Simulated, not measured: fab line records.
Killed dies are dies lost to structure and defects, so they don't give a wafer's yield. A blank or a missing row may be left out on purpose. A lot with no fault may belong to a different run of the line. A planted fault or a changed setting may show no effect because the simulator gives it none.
Which tool was responsible? :: flow sky130 :: 13 lots, 39 wafers sampled, at 5 steps of a route of 708

## WHAT THE GAUGES READ, wafer by wafer
No reading from a measuring or inspecting step in the record can be judged against a usual standard deviation.

## WHICH TOOL RAN EACH LOT (tool, then ch and the chambers of the sampled wafers, then the start)
lot: L257
SKY_LOCAL_INTERCONNECT_STRIP_15: plasma_asher-02 ch 0,1, day 30 02:34
SKY_CONTACT_CVD_00: pecvd-03 ch 0,1, day 30 03:11
SKY_CONTACT_ETCH_18: rie_diel-04 ch 1,2,3, day 31 08:00
SKY_METAL1_SPUTTER_00: pvd_sputter-01, day 31 10:10
SKY_PAD_OPEN_PROBE_99: prober-02, day 45 14:11

lot: L258
SKY_LOCAL_INTERCONNECT_STRIP_15: plasma_asher-04 ch 0,1, day 30 17:46
SKY_CONTACT_CVD_00: pecvd-01 ch 0,1,2, day 30 18:20
SKY_CONTACT_ETCH_18: rie_diel-04 ch 2,3, day 31 22:00
SKY_METAL1_SPUTTER_00: pvd_sputter-02, day 32 00:07
SKY_PAD_OPEN_PROBE_99: prober-02, day 46 02:05

lot: L259
SKY_LOCAL_INTERCONNECT_STRIP_15: plasma_asher-02 ch 0,1, day 30 21:57
SKY_CONTACT_CVD_00: pecvd-03 ch 0,2, day 30 22:32
SKY_CONTACT_ETCH_18: rie_diel-03 ch 1,2, day 32 02:00
SKY_METAL1_SPUTTER_00: pvd_sputter-02, day 32 04:10
SKY_PAD_OPEN_PROBE_99: prober-02, day 46 07:20

lot: L260
SKY_LOCAL_INTERCONNECT_STRIP_15: plasma_asher-04 ch 0,1, day 31 13:36
SKY_CONTACT_CVD_00: pecvd-01 ch 1,2, day 31 14:15
SKY_CONTACT_ETCH_18: rie_diel-04 ch 0,1,3, day 32 17:00
SKY_METAL1_SPUTTER_00: pvd_sputter-01, day 32 18:46
SKY_PAD_OPEN_PROBE_99: prober-02, day 46 16:47

lot: L263
SKY_LOCAL_INTERCONNECT_STRIP_15: plasma_asher-01 ch 0,1, day 32 09:23
SKY_CONTACT_CVD_00: pecvd-02 ch 0,2, day 32 09:58
SKY_CONTACT_ETCH_18: rie_diel-03 ch 0,3, day 33 13:00
SKY_METAL1_SPUTTER_00: pvd_sputter-02, day 33 14:30
SKY_PAD_OPEN_PROBE_99: prober-02, day 47 06:50

lot: L262
SKY_LOCAL_INTERCONNECT_STRIP_15: plasma_asher-02 ch 0,1, day 32 19:29
SKY_CONTACT_CVD_00: pecvd-03 ch 1,2, day 32 20:04
SKY_CONTACT_ETCH_18: rie_diel-01 ch 1,3, day 33 23:00
SKY_METAL1_SPUTTER_00: pvd_sputter-04, day 34 00:50
SKY_PAD_OPEN_PROBE_99: prober-02, day 47 15:37

lot: L264
SKY_LOCAL_INTERCONNECT_STRIP_15: plasma_asher-02 ch 0,1, day 33 00:56
SKY_CONTACT_CVD_00: pecvd-02 ch 0,1, day 33 01:32
SKY_CONTACT_ETCH_18: rie_diel-04 ch 0,1,3, day 34 04:00
SKY_METAL1_SPUTTER_00: pvd_sputter-01, day 34 05:46
SKY_PAD_OPEN_PROBE_99: prober-02, day 47 20:11

lot: L266
SKY_LOCAL_INTERCONNECT_STRIP_15: plasma_asher-01 ch 0,1, day 33 15:40
SKY_CONTACT_CVD_00: pecvd-02 ch 0,1, day 33 16:16
SKY_CONTACT_ETCH_18: rie_diel-01 ch 1,2,3, day 34 19:00
SKY_METAL1_SPUTTER_00: pvd_sputter-04, day 34 20:34
SKY_PAD_OPEN_PROBE_99: prober-02, day 48 03:58

lot: L271
SKY_LOCAL_INTERCONNECT_STRIP_15: plasma_asher-04 ch 0,1, day 35 03:46
SKY_CONTACT_CVD_00: pecvd-01 ch 0,2, day 35 04:21
SKY_CONTACT_ETCH_18: rie_diel-04 ch 0,2,3, day 36 07:00
SKY_METAL1_SPUTTER_00: pvd_sputter-04, day 36 08:58
SKY_PAD_OPEN_PROBE_99: prober-02, day 49 08:16

lot: L273
SKY_LOCAL_INTERCONNECT_STRIP_15: plasma_asher-02 ch 0,1, day 35 16:07
SKY_CONTACT_CVD_00: pecvd-01 ch 0,2, day 35 16:46
SKY_CONTACT_ETCH_18: rie_diel-01 ch 0,2, day 36 19:00
SKY_METAL1_SPUTTER_00: pvd_sputter-01, day 36 21:01
SKY_PAD_OPEN_PROBE_99: prober-02, day 49 16:59

lot: L274
SKY_LOCAL_INTERCONNECT_STRIP_15: plasma_asher-04 ch 0,1, day 36 00:47
SKY_CONTACT_CVD_00: pecvd-01 ch 0,2, day 36 01:29
SKY_CONTACT_ETCH_18: rie_diel-01 ch 0,2, day 37 04:00
SKY_METAL1_SPUTTER_00: pvd_sputter-02, day 37 05:30
SKY_PAD_OPEN_PROBE_99: prober-02, day 49 21:44

lot: L278
SKY_LOCAL_INTERCONNECT_STRIP_15: plasma_asher-01 ch 0,1, day 37 07:41
SKY_CONTACT_CVD_00: pecvd-03 ch 0,1, day 37 08:38
SKY_CONTACT_ETCH_18: rie_diel-04 ch 1,2,3, day 38 11:00
SKY_METAL1_SPUTTER_00: pvd_sputter-02, day 38 12:25
SKY_PAD_OPEN_PROBE_99: prober-02, day 50 17:35

lot: L280
SKY_LOCAL_INTERCONNECT_STRIP_15: plasma_asher-04 ch 0,1, day 37 14:40
SKY_CONTACT_CVD_00: pecvd-03 ch 0,1,2, day 37 15:16
SKY_CONTACT_ETCH_18: rie_diel-04 ch 0,1,3, day 38 18:00
SKY_METAL1_SPUTTER_00: pvd_sputter-01, day 38 19:50
SKY_PAD_OPEN_PROBE_99: prober-02, day 51 00:55
- SKY_LOCAL_INTERCONNECT_STRIP_15: strips in O2/N2.
- SKY_CONTACT_CVD_00: deposits Si3N4, target thk 75 nm.
- SKY_CONTACT_ETCH_18: etches Si3N4 in CHF3/O2, stops on TiN, time 39 s, target depth 75 nm.
- SKY_METAL1_SPUTTER_00: material Ti, target thk 15 nm, time 10 s.
- SKY_PAD_OPEN_PROBE_99

## AS READ BY THE TOOLS THEMSELVES (means over the sampled wafers that have a number; for cases with no such wafer, the mark the record gives instead)
SKY_LOCAL_INTERCONNECT_STRIP_15. Usual: drypump_motor_current_A 5.6 A, standard deviation 0.67; oes_product_au 0.427 a.u., standard deviation 0.0045; strip_time_to_endpoint_s 4.726 s, standard deviation 0.017.
lot: L257
tool: plasma_asher-02
drypump_motor_current_A (A): 6.0
oes_product_au (a.u.): 0.426
strip_time_to_endpoint_s (s): 4.722
flag: 

lot: L258
tool: plasma_asher-04
drypump_motor_current_A (A): 5.4
oes_product_au (a.u.): 0.429
strip_time_to_endpoint_s (s): 4.730
flag: 

lot: L259
tool: plasma_asher-02
drypump_motor_current_A (A): 6.0
oes_product_au (a.u.): 0.427
strip_time_to_endpoint_s (s): 4.763
flag: 

lot: L260
tool: plasma_asher-04
drypump_motor_current_A (A): 5.9
oes_product_au (a.u.): 0.426
strip_time_to_endpoint_s (s): 4.739
flag: 

lot: L263
tool: plasma_asher-01
drypump_motor_current_A (A): 5.0
oes_product_au (a.u.): 0.423
strip_time_to_endpoint_s (s): 4.738
flag: 

lot: L262
tool: plasma_asher-02
drypump_motor_current_A (A): 6.0
oes_product_au (a.u.): 0.424
strip_time_to_endpoint_s (s): 4.726
flag: 

lot: L264
tool: plasma_asher-02
drypump_motor_current_A (A): 6.3
oes_product_au (a.u.): 0.426
strip_time_to_endpoint_s (s): 4.726
flag: 

lot: L266
tool: plasma_asher-01
drypump_motor_current_A (A): 4.9
oes_product_au (a.u.): 0.431
strip_time_to_endpoint_s (s): 4.751
flag: 

lot: L271
tool: plasma_asher-04
drypump_motor_current_A (A): 5.8
oes_product_au (a.u.): 0.427
strip_time_to_endpoint_s (s): 4.723
flag: 

lot: L273
tool: plasma_asher-02
drypump_motor_current_A (A): 6.3
oes_product_au (a.u.): 0.430
strip_time_to_endpoint_s (s): 4.721
flag: 

lot: L274
tool: plasma_asher-04
drypump_motor_current_A (A): 5.4
oes_product_au (a.u.): 0.426
strip_time_to_endpoint_s (s): 4.727
flag: 

lot: L278
tool: plasma_asher-01
drypump_motor_current_A (A): 4.9
oes_product_au (a.u.): 0.428
strip_time_to_endpoint_s (s): 4.730
flag: 

lot: L280
tool: plasma_asher-04
drypump_motor_current_A (A): 5.9
oes_product_au (a.u.): 0.422
strip_time_to_endpoint_s (s): 4.707
flag: 

SKY_CONTACT_CVD_00. Usual: heater_power_w at 757 W, with a standard deviation of 110.
lot: L257
tool: pecvd-03
heater_power_w (W): 979
flag: 

lot: L258
tool: pecvd-01
heater_power_w (W): 742
flag: 

lot: L259
tool: pecvd-03
heater_power_w (W): 806
flag: 

lot: L260
tool: pecvd-01
heater_power_w (W): 744
flag: 

lot: L263
tool: pecvd-02
heater_power_w (W): 734
flag: 

lot: L262
tool: pecvd-03
heater_power_w (W): 811
flag: 

lot: L264
tool: pecvd-02
heater_power_w (W): 665
flag: 

lot: L266
tool: pecvd-02
heater_power_w (W): 788
flag: 

lot: L271
tool: pecvd-01
heater_power_w (W): 733
flag: 

lot: L273
tool: pecvd-01
heater_power_w (W): 768
flag: 

lot: L274
tool: pecvd-01
heater_power_w (W): 771
flag: 

lot: L278
tool: pecvd-03
heater_power_w (W): 930
flag: 

lot: L280
tool: pecvd-03
heater_power_w (W): 881
flag: 

SKY_CONTACT_ETCH_18. Usual: bias_w 200.0 W, standard deviation 0.6; drypump_motor_current_A 5.7 A, standard deviation 0.51; oes_product_au 0.859 a.u., standard deviation 0.0071; throttle_valve_pct 8.794 %, standard deviation 0.0092.
lot: L257
tool: rie_diel-04
bias_w (W): 200.1
drypump_motor_current_A (A): 5.6
oes_product_au (a.u.): 0.862
throttle_valve_pct (%): 8.793
flag: 

lot: L258
tool: rie_diel-04
bias_w (W): 199.6
drypump_motor_current_A (A): 5.2
oes_product_au (a.u.): 0.860
throttle_valve_pct (%): 8.795
flag: 

lot: L259
tool: rie_diel-03
bias_w (W): 199.4
drypump_motor_current_A (A): 5.7
oes_product_au (a.u.): 0.864
throttle_valve_pct (%): 8.802
flag: 

lot: L260
tool: rie_diel-04
bias_w (W): 199.6
drypump_motor_current_A (A): 5.6
oes_product_au (a.u.): 0.857
throttle_valve_pct (%): 8.793
flag: 

lot: L263
tool: rie_diel-03
bias_w (W): 199.3
drypump_motor_current_A (A): 5.7
oes_product_au (a.u.): 0.850
throttle_valve_pct (%): 8.792
flag: 

lot: L262
tool: rie_diel-01
bias_w (W): 199.8
drypump_motor_current_A (A): 5.9
oes_product_au (a.u.): 0.855
throttle_valve_pct (%): 8.788
flag: 

lot: L264
tool: rie_diel-04
bias_w (W): 200.1
drypump_motor_current_A (A): 5.6
oes_product_au (a.u.): 0.859
throttle_valve_pct (%): 8.793
flag: 

lot: L266
tool: rie_diel-01
bias_w (W): 200.0
drypump_motor_current_A (A): 5.8
oes_product_au (a.u.): 0.858
throttle_valve_pct (%): 8.786
flag: 

lot: L271
tool: rie_diel-04
bias_w (W): 200.0
drypump_motor_current_A (A): 5.2
oes_product_au (a.u.): 0.860
throttle_valve_pct (%): 8.789
flag: 

lot: L273
tool: rie_diel-01
bias_w (W): 231.8
drypump_motor_current_A (A): 5.5
oes_product_au (a.u.): 0.853
throttle_valve_pct (%): 8.797
flag: OFF

lot: L274
tool: rie_diel-01
bias_w (W): 261.5
drypump_motor_current_A (A): 5.8
oes_product_au (a.u.): 0.853
throttle_valve_pct (%): 8.793
flag: OFF

lot: L278
tool: rie_diel-04
bias_w (W): 200.1
drypump_motor_current_A (A): 5.6
oes_product_au (a.u.): 0.863
throttle_valve_pct (%): 8.787
flag: 

lot: L280
tool: rie_diel-04
bias_w (W): 199.7
drypump_motor_current_A (A): 5.6
oes_product_au (a.u.): 0.849
throttle_valve_pct (%): 8.787
flag: 

SKY_METAL1_SPUTTER_00. Usual: throttle_valve_pct at 29.8 %, with a standard deviation of 0.96.
lot: L257
tool: pvd_sputter-01
throttle_valve_pct (%): 30.1
flag: 

lot: L258
tool: pvd_sputter-02
throttle_valve_pct (%): 29.6
flag: 

lot: L259
tool: pvd_sputter-02
throttle_valve_pct (%): 29.9
flag: 

lot: L260
tool: pvd_sputter-01
throttle_valve_pct (%): 30.4
flag: 

lot: L263
tool: pvd_sputter-02
throttle_valve_pct (%): 29.4
flag: 

lot: L262
tool: pvd_sputter-04
throttle_valve_pct (%): 30.6
flag: 

lot: L264
tool: pvd_sputter-01
throttle_valve_pct (%): 29.7
flag: 

lot: L266
tool: pvd_sputter-04
throttle_valve_pct (%): 30.9
flag: 

lot: L271
tool: pvd_sputter-04
throttle_valve_pct (%): 30.4
flag: 

lot: L273
tool: pvd_sputter-01
throttle_valve_pct (%): 30.2
flag: 

lot: L274
tool: pvd_sputter-02
throttle_valve_pct (%): 29.7
flag: 

lot: L278
tool: pvd_sputter-02
throttle_valve_pct (%): 30.0
flag: 

lot: L280
tool: pvd_sputter-01
throttle_valve_pct (%): 30.3
flag: 

SKY_PAD_OPEN_PROBE_99. Usual: killed_at_M0_to_M3 42, standard deviation 7.6; killed_at_M4_up 3.4, standard deviation 2; killed_at_contacts 24, standard deviation 5.9; killed_at_front_end 16, standard deviation 4.5; killed_at_other 0.4, standard deviation 0.58; killed_dies 86, standard deviation 10; killed_open 47, standard deviation 7.6; killed_short 39, standard deviation 6.7.
lot: L257
tool: prober-02
killed_at_M0_to_M3: 41
killed_at_M4_up: 2.0
killed_at_contacts: 20
killed_at_front_end: 13
killed_at_other: 0.0
killed_dies: 76
killed_open: 41
killed_short: 35
flag: 

lot: L258
tool: prober-02
killed_at_M0_to_M3: 37
killed_at_M4_up: 4.7
killed_at_contacts: 24
killed_at_front_end: 15
killed_at_other: 0.3
killed_dies: 82
killed_open: 43
killed_short: 39
flag: 

lot: L259
tool: prober-02
killed_at_M0_to_M3: 43
killed_at_M4_up: 3.3
killed_at_contacts: 22
killed_at_front_end: 21
killed_at_other: 1.0
killed_dies: 90
killed_open: 47
killed_short: 42
flag: 

lot: L260
tool: prober-02
killed_at_M0_to_M3: 36
killed_at_M4_up: 3.3
killed_at_contacts: 23
killed_at_front_end: 21
killed_at_other: 0.3
killed_dies: 84
killed_open: 41
killed_short: 43
flag: 

lot: L263
tool: prober-02
killed_at_M0_to_M3: 42
killed_at_M4_up: 3.7
killed_at_contacts: 26
killed_at_front_end: 16
killed_at_other: 1.0
killed_dies: 89
killed_open: 50
killed_short: 38
flag: 

lot: L262
tool: prober-02
killed_at_M0_to_M3: 33
killed_at_M4_up: 3.3
killed_at_contacts: 26
killed_at_front_end: 19
killed_at_other: 0.0
killed_dies: 81
killed_open: 45
killed_short: 36
flag: 

lot: L264
tool: prober-02
killed_at_M0_to_M3: 44
killed_at_M4_up: 3.0
killed_at_contacts: 21
killed_at_front_end: 16
killed_at_other: 0.0
killed_dies: 84
killed_open: 42
killed_short: 42
flag: 

lot: L266
tool: prober-02
killed_at_M0_to_M3: 38
killed_at_M4_up: 3.7
killed_at_contacts: 26
killed_at_front_end: 18
killed_at_other: 0.3
killed_dies: 86
killed_open: 48
killed_short: 37
flag: 

lot: L271
tool: prober-02
killed_at_M0_to_M3: 39
killed_at_M4_up: 3.3
killed_at_contacts: 17
killed_at_front_end: 21
killed_at_other: 0.0
killed_dies: 80
killed_open: 40
killed_short: 40
flag: 

lot: L273
tool: prober-02
killed_at_M0_to_M3: 45
killed_at_M4_up: 2.3
killed_at_contacts: 24
killed_at_front_end: 10
killed_at_other: 0.7
killed_dies: 82
killed_open: 49
killed_short: 33
flag: 

lot: L274
tool: prober-02
killed_at_M0_to_M3: 48
killed_at_M4_up: 2.0
killed_at_contacts: 26
killed_at_front_end: 13
killed_at_other: 0.3
killed_dies: 89
killed_open: 50
killed_short: 37
flag: 

lot: L278
tool: prober-02
killed_at_M0_to_M3: 41
killed_at_M4_up: 4.3
killed_at_contacts: 28
killed_at_front_end: 14
killed_at_other: 0.3
killed_dies: 87
killed_open: 51
killed_short: 36
flag: 

lot: L280
tool: prober-02
killed_at_M0_to_M3: 44
killed_at_M4_up: 3.3
killed_at_contacts: 22
killed_at_front_end: 14
killed_at_other: 0.0
killed_dies: 83
killed_open: 46
killed_short: 37
flag: 

## THE ANSWER, worked out from the rows above alone
Rule: a lot counts as off when the mean over its wafers that have a number is more than 3 standard deviations away from the usual mean. A lot without any number at a reading at which 4 lots or more have one is off too. The other lots that the step has rows for count as sound. First the gauges in route order, then the tools' own readings, where a lot's mean is used as printed above. The first step at which some lot is off is used, and at that step the reading that is off furthest; a lot without a number counts as furthest.
Off, at SKY_CONTACT_ETCH_18 on bias_w: L273, L274.
A tool fits if, at that step or a process step before it, it ran every lot that is off, and no sound lot after the first of them. This does not decide it: 2 tools fit, namely pecvd-01 at SKY_CONTACT_CVD_00 and rie_diel-01 at SKY_CONTACT_ETCH_18.

## WHAT THE SIMULATOR PUT IN
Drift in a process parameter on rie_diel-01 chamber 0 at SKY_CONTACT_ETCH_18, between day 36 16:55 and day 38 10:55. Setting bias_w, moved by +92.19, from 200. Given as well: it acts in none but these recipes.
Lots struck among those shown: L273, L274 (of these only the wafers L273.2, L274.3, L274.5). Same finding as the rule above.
